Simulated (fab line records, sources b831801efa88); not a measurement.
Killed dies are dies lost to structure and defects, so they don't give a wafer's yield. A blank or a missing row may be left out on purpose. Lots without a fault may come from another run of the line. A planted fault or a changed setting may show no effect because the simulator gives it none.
Problem report in the 8D (eight disciplines) form, filled by code | flow sky130 | the parts of the form that need people (team, actions taken, sign-off) are left out

1. THE PROBLEM
run_length_s at SKY_VIA2_SOFTBAKE_08 reads a mean of 112.41 s on 6 wafers of 2 lots; wafers without a fault read 118.89 s with a standard deviation of 0.24. That is -27 standard deviations from the usual mean.
The step: time 90 s.
First seen on wafer L314.1, day 41 12:00, on litho_track-02. The record holds 36 wafers of 12 lots with a number at this step. Rule for "out", or "out of limits": more than 4 standard deviations from the usual mean. The other wafers with a number count as sound.

2. WHAT IT IS AND WHAT IT IS NOT
question                    | is                                 | is not
which readings at this step | run_length_s, heater_power_total_W | resist_line_temp_C
which lots                  | L314, L315                         | L300, L301, L304, L305, L307, L311, L316, L318, L319, L320
which wafers of those lots  | all that have a number             | -
read on which tools         | litho_track-02                     | litho_track-01, litho_track-04
when                        | from day 41 12:00                  | up to then (18 sound wafers); but 12 sound wafers of L316, L318, L319, L320 came after

3. SUSPECTS, AND WHAT RULES EACH OUT
Counting: a tool at a process step up to the reading stays a suspect if it ran every lot that is out and no sound lot after the first of them.
- litho_track-02 at SKY_VIA2_SOFTBAKE_08 (time 90 s): kept. It ran every lot that is out, first L314 (day 41 12:00), and no sound lot after that; its last sound lot up to then is L311 (day 39 11:00). Its own readings are out on those wafers: heater_power_total_W, run_length_s.
Left after counting: litho_track-02 at SKY_VIA2_SOFTBAKE_08.

4. THE CAUSE (what the simulator had put in)
Process parameter drift: litho_track-02, from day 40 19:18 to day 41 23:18, at SKY_VIA2_SOFTBAKE_08. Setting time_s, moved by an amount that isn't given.
Counting left only this tool.

5. THE CHAIN OF EFFECTS, in route order
Each row: a reading whose mean over the struck wafers that have a number lies more than 3 standard deviations from the usual. Only readings for which the record gives a usual standard deviation are gone through. hours: the time from each lot's start at the first step in this table that gives one to its start at this step, as a median over the lots. sigmas: the change in usual standard deviations.
hours | step                 | reading              | usual    | on struck wafers | change | sigmas
0     | SKY_VIA2_SOFTBAKE_08 | heater_power_total_W | 57.38 W  | 58.63            | +1.25  | +11
0     | SKY_VIA2_SOFTBAKE_08 | run_length_s         | 118.89 s | 112.41           | -6.48  | -27
The process steps in it:
- SKY_VIA2_SOFTBAKE_08: time 90 s.
Later measuring or inspecting steps at which every struck wafer that the step has a row for has a number for every such reading, and none has moved that far: SKY_VIA2_OVL_MEAS_13.

6. WHAT WOULD HAVE CAUGHT IT SOONER
In this record the first reading out of limits was taken at day 41 12:00, 17 hours after the fault began at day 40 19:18.
